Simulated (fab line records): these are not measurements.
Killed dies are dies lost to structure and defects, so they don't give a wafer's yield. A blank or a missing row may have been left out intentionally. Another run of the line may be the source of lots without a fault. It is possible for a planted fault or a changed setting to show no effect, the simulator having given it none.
One fault through the eyes of 2 desks || flow gf180mcu || each desk holds nothing but its own numbers, with what lay behind them at the end

## AT THE TOOL OWNER'S DESK: iline-stepper-02
The tool's own readings at GF_VT_IMPLANT_EXPOSE_04 (exposes mask LVPWELL LV AREA, target cd 600 nm): means of the sampled wafers that have a number, for each lot that ran on this tool. If a lot's mean is further than 4 standard deviations from the usual mean, the lot is out of limits and carries the mark OUT (the distance appears in the brackets).
Columns: A = exposure-dose-mJ-cm2 at GF_VT_IMPLANT_EXPOSE_04, usual 140.02; B = focus-offset-nm at GF_VT_IMPLANT_EXPOSE_04, usual -0.1 nm
{"lot": "L713", "first seen here": "day 5 07:28", "A": 139.83, "B": -0.3}
{"lot": "L734", "first seen here": "day 11 04:35", "A": 139.99, "B": -0.3}
{"lot": "L735", "first seen here": "day 11 05:13", "A": 140.08, "B": -0.0}
{"lot": "L736", "first seen here": "day 11 17:55", "A": 140.19, "B": -0.2}
Finding of this desk: none of the 4 lots has anything out of limits.

## THE METROLOGY DESK
What the gauges read, lot by lot, whatever tool the lot ran on: means of the sampled wafers that have a number. If a lot's mean is further than 4 standard deviations from the usual mean, the lot is out of limits and carries the mark OUT (the distance appears in the brackets).
Columns: A = CONTACT_CVD_02_THK at GF_CONTACT_THK_MEAS_03, usual 863 nm
{"lot": "L713", "first seen here": "day 15 02:56", "A": 860}
{"lot": "L715", "first seen here": "day 15 18:28", "A": 854}
{"lot": "L716", "first seen here": "day 16 03:14", "A": 873}
{"lot": "L718", "first seen here": "day 16 14:23", "A": 862}
{"lot": "L719", "first seen here": "day 17 02:19", "A": 854}
{"lot": "L730", "first seen here": "day 21 03:37", "A": 867}
{"lot": "L731", "first seen here": "day 21 12:51", "A": 868}
{"lot": "L732", "first seen here": "day 21 21:49", "A": 869}
{"lot": "L733", "first seen here": "day 22 10:09", "A": 866}
{"lot": "L734", "first seen here": "day 23 07:58", "A": 851}
{"lot": "L735", "first seen here": "day 23 10:12", "A": 861}
{"lot": "L736", "first seen here": "day 23 23:18", "A": 868}
Finding of this desk: none of the 12 lots has anything out of limits.

## PUT TOGETHER
The tool owner's desk saw nothing out of limits.
The metrology desk saw nothing out of limits.

## WHAT WAS PUT IN BY THE SIMULATOR
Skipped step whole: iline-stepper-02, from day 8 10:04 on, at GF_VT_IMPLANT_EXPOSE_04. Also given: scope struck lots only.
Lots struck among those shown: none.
